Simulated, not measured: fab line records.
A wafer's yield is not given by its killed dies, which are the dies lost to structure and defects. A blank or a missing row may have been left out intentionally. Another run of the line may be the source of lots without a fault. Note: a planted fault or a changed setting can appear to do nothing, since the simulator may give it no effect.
A lot that was struck, set against a sound lot / flow sky130 / 14 out of 708 route steps
Sound: the wafers L193.3, L193.4, L193.5. Wafers L195.2, L195.3, L195.4 were the ones struck. The cause is named last.
At each step with rows: each side's tool, then ch and its chambers, then its first start. Under that, the readings that differ: sound wafers / struck wafers / difference of the means / sigmas: that difference in standard deviations of wafers without a fault.
alike: a reading whose means differ by less than 2 such deviations, as well as words and numbers matching on both sides. not compared: withheld readings; readings where some wafer has no value; bounds like >300 that might hide an equal value; numbers whose values overlap and for which the record gives no deviation.
The two part at a step that has a row with sigmas, a row that says differs or no value, or rows on one side only. Non-overlapping numbers with no deviation appear without sigmas and do not part them. Lack of a reading on every wafer of one side parts them only where that side has two or more wafers.

first, 8 steps without rows for these wafers: SKY_METAL3_DEHYDRATE_05 (time 60 s); SKY_METAL3_HMDS_06 (prime time 60 s); SKY_METAL3_COAT_07 (resist thk 60 nm); SKY_METAL3_COAT_08 (resist thk 1140 nm); SKY_METAL3_SOFTBAKE_09 (time 90 s); SKY_METAL3_EXPOSE_10 (exposes mask MM3, target cd 300 nm); SKY_METAL3_PEB_11; SKY_METAL3_DEVELOP_12 (develop time 57.68 s).
SKY_METAL3_CD_MEAS_13: the cd target is 300 nm.
  sound on cd sem-02 at day 39 07:31; struck on cd sem-01 at day 40 01:03
  alike: cd nm
SKY_METAL3_OVL_MEAS_14:
  sound on overlay-01 at day 39 07:37; struck on overlay-01 at day 40 01:09
  alike: METAL3_OVL
SKY_METAL3_DESCUM_15: chemistry O2, time 8 s.
  sound on rie metal-03 ch 0,1, day 39 07:39; struck on rie metal-02 ch 0,1, day 40 01:11
  alike: chamber pressure mTorr, drypump motor current A, oes product au
  not compared: rf hours counter h
SKY_METAL3_ETCH_16: etches BARC in N2/H2, stops on SiO2, time 88.2 s, target depth 60 nm.
  sound on rie metal-03 ch 0,1, day 39 07:42; struck on rie metal-02 ch 0,1, day 40 01:13
  alike: bias w, chamber pressure mTorr, drypump motor current A, oes product au, throttle valve pct
  not compared: rf hours counter h
SKY_METAL3_ETCH_17: etches SiO2 in C4F8/O2/Ar, stops on TiN, time 3.9 s, target depth 15 nm.
  sound on rie diel-04 ch 1,2,3, day 39 07:46; struck on rie diel-02 ch 0,2, day 40 01:19
  no value came back on the struck wafers for bias w (W), chamber pressure mTorr (mTorr), oes product au (a.u.); on the sound wafers bias w (W) reads 1199 1197 1205
  not compared: rf hours counter h
SKY_METAL3_METAL_ETCH_18: etches the open film in Cl2/BCl3, stops on SiO2, target depth 845 nm, time 183.1 s.
  sound on rie metal-02 ch 0,1, day 39 07:50; struck on rie metal-04 ch 0,1, day 40 01:20
  alike: bcl3 flow sccm, bias w, chamber pressure mTorr, drypump motor current A, oes product au, throttle valve pct
  not compared: rf hours counter h

== WHERE THEY PART ==
Only at SKY_METAL3_ETCH_17, within this record. Later steps at which nothing parts them and some readings are alike: SKY_METAL3_METAL_ETCH_18.

WHY: what the simulator had put in
At SKY_METAL3_ETCH_17, the step was skipped entirely on rie diel-02 from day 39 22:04 on. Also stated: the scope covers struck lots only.
